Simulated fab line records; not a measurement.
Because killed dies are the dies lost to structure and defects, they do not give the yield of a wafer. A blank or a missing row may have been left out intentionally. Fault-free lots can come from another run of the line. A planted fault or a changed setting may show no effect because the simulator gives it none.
Chamber matching ; flow sfq_line ; 4 sister chambers for SFQ_TRILAYER_I1_VIA_ETCH_VIA_ETCH_052 on rie_diel-01
The step etches SiO2 in CHF3, stops on Nb, target depth 260 nm. 8 wafers are shown with their chamber, then 7 later ones without.

## EACH WAFER AND ITS CHAMBER
wafer;chamber;drypump_motor_current_A (A);oes_product_au (a.u.)
L929.3;0;5.5;0.855
L931.2;0;5.5;0.857
L933.2;1;5.2;0.860
L934.2;3;5.9;0.846
L934.4;1;5.2;0.846
L934.6;2;5.9;0.855
L936.1;3;5.9;0.849
L936.3;2;6.0;0.861

## WAFERS WHOSE CHAMBER IS MISSING
wafer;drypump_motor_current_A (A);oes_product_au (a.u.)
L936.6;5.9;0.857
L937.3;5.1;0.855
L937.4;5.9;0.848
L937.6;5.1;0.856
L950.1;5.1;0.852
L950.2;5.9;0.859
L950.3;5.5;0.847

## CHAMBER TAKEN BY EACH
wafer;from the rows above;in truth
L936.6;can't be placed: 2 or 3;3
L937.3;1;1
L937.4;3;3
L937.6;1;1
L950.1;1;1
L950.2;can't be placed: 2 or 3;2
L950.3;0;0
Correct placement for 5 of the 7. From these rows, 2 cannot be placed; in 2 the true chamber is one of the candidates. Wrongly placed: 0.
How it was worked out, from the rows above alone: a wafer's distance from a chamber is the root of the sum, over the readings, of the square of ((its reading less the chamber's mean) divided by the reading's scatter). If the next closest chamber is less than 2 further off than the closest, the wafer can't be placed; otherwise it belongs to the closest. For every chamber, the mean is computed from those of its wafers that are shown. The scatter: the root of (the sum of the squares of (reading less its chamber's mean) over the shown wafers, divided by (wafers less chambers)).
